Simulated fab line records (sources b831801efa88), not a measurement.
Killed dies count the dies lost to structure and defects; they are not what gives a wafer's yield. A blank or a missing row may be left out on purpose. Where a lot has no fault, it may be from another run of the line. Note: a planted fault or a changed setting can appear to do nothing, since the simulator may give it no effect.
2 desks looking at one fault | flow sky130 | each desk holds nothing but its own numbers, with what lay behind them at the end

FOR THE TOOL OWNER'S DESK: rieMetal-03
The tool's own readings at SKY_METAL3_METAL_ETCH_18 (etches the open film in Cl2/BCl3, stops on SiO2, target depth 845 nm, time 183.1 s): means of the sampled wafers that have a number, for each lot that ran on this tool. If a lot's mean is further than 4 standard deviations from the usual mean, the lot is out of limits and carries the mark OUT (the distance appears in the brackets).
Columns: A = drypumpMotorCurrentA at SKY_METAL3_METAL_ETCH_18, usual 5.4 A; B = oesProductAu at SKY_METAL3_METAL_ETCH_18, usual 0.867 a.u.; C = throttleValvePct at SKY_METAL3_METAL_ETCH_18, usual 22.589 %
lot  | first seen here | A   | B     | C
L594 | day 41 11:16    | 5.4 | 0.864 | 22.583
L593 | day 41 14:14    | 5.5 | 0.869 | 22.595
L595 | day 41 20:20    | 5.6 | 0.866 | 22.582
L596 | day 41 22:07    | 5.4 | 0.869 | 22.586
L600 | day 43 09:13    | 5.4 | 0.863 | 22.580
L602 | day 43 21:06    | 5.6 | 0.861 | 22.594
This desk found nothing out of limits on any of the 6 lots.

METROLOGY DESK
Lot by lot, what the gauges showed, no matter which tool ran the lot: averages of those sampled wafers that carry a number. If a lot's mean is further than 4 standard deviations from the usual mean, the lot is out of limits and carries the mark OUT (the distance appears in the brackets).
Columns: A = METAL3_OVL at SKY_METAL3_OVL_MEAS_14, usual -1 nm; B = VIA3_BOW at SKY_VIA3_BOW_MEAS_03, usual 79 um
lot  | first seen here | A  | B
L585 | day 39 06:58    | -2 | 94
L586 | day 39 19:46    | 4  | 86
L589 | day 40 07:04    | -4 | 81
L590 | day 40 10:42    | 0  | 84
L591 | day 40 14:41    | 3  | 70
L592 | day 41 04:33    | 1  | 71
L594 | day 41 11:05    | -5 | 68
L593 | day 41 14:03    | -6 | 75
L595 | day 41 20:09    | 3  | 93
L596 | day 41 21:56    | -5 | 74
L597 | day 42 13:53    | 6  | 79
L600 | day 43 08:59    | -3 | 85
L602 | day 43 20:52    | -4 | 83
L608 | day 45 03:16    | -2 | 92
This desk found nothing out of limits on any of the 14 lots.

PUT TOGETHER
The desk of the tool owner found nothing out of limits.
Metrology desk: nothing out of limits seen.

WHAT THE SIMULATOR PUT IN
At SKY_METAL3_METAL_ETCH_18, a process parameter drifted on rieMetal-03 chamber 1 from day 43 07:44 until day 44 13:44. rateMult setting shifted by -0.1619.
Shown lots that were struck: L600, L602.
